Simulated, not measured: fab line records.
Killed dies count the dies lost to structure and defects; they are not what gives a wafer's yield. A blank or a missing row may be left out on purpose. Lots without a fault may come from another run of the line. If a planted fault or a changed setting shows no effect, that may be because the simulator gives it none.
A single fault, viewed from 2 desks | flow gf180mcu | each desk has only its own numbers; what lay behind them comes last

## METROLOGY DESK
Means of the sampled wafers that have a number, per lot and without regard to the tool the lot ran on: this is what the gauges read. Any lot whose mean is over 4 standard deviations away from the usual mean is out of limits and marked OUT; that distance is given in the brackets.
Columns: A = MVSD_RS at GF_VT_IMPLANT_RS_MEAS_46, usual 451.7 ohm/sq
lot  | first seen here | A
L172 | day 8 08:59     | 453.5
L174 | day 8 22:45     | 451.3
L176 | day 9 15:32     | 453.7
L177 | day 9 18:37     | 453.9
L178 | day 9 22:59     | 449.8
L187 | day 12 13:35    | 454.7
L188 | day 12 22:42    | 457.9 (+4.7) OUT
L189 | day 13 05:07    | 451.7
L190 | day 13 08:07    | 450.4
L191 | day 13 17:50    | 452.5
L192 | day 14 02:34    | 451.1
This desk's finding: out of limits on L188; first on L188, day 12 22:42 (MVSD_RS at GF_VT_IMPLANT_RS_MEAS_46). Within limits: L172, L174, L176, L177, L178, L187, L189, L190, L191, L192.

## AT THE TOOL OWNER'S DESK: implanter-04
The tool's own readings at GF_MVSD_IMPLANT_08, given as means over the sampled wafers that have a number, one for each lot that went through this tool. Any lot whose mean is over 4 standard deviations away from the usual mean is out of limits and marked OUT; that distance is given in the brackets.
Columns: A = beamEnergyKeV at GF_MVSD_IMPLANT_08, usual 399.99
lot  | first seen here | A
L172 | day 5 02:49     | 399.99
L174 | day 5 15:26     | 400.08
L176 | day 6 05:58     | 400.01
L177 | day 6 08:43     | 400.03
L178 | day 6 13:02     | 400.06
L187 | day 8 18:46     | 378.94 (-99 or more) OUT
L188 | day 9 02:31     | 379.04 (-99 or more) OUT
This desk's verdict: out of limits on L187, L188, starting with L187 at day 8 18:46 (beamEnergyKeV at GF_MVSD_IMPLANT_08). Within limits: L172, L174, L176, L177, L178.

## BROUGHT TOGETHER
An alarm could have come from the tool owner's desk at day 8 18:46, on L187, L188.
On L188, the metrology desk was in a position to raise an alarm at day 12 22:42.
The metrology desk holds a record of L187, inside its limits.
All the named lots went through GF_MVSD_IMPLANT_08 on implanter-04.

## WHAT THE SIMULATOR HAD INSERTED
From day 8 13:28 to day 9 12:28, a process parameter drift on implanter-04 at GF_MVSD_IMPLANT_08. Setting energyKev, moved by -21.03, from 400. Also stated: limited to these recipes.
Struck lots among those shown: L187, L188.
Time in hours from fault onset to the first out-of-limits reading at each desk: tool owner's desk 5, metrology desk 105.
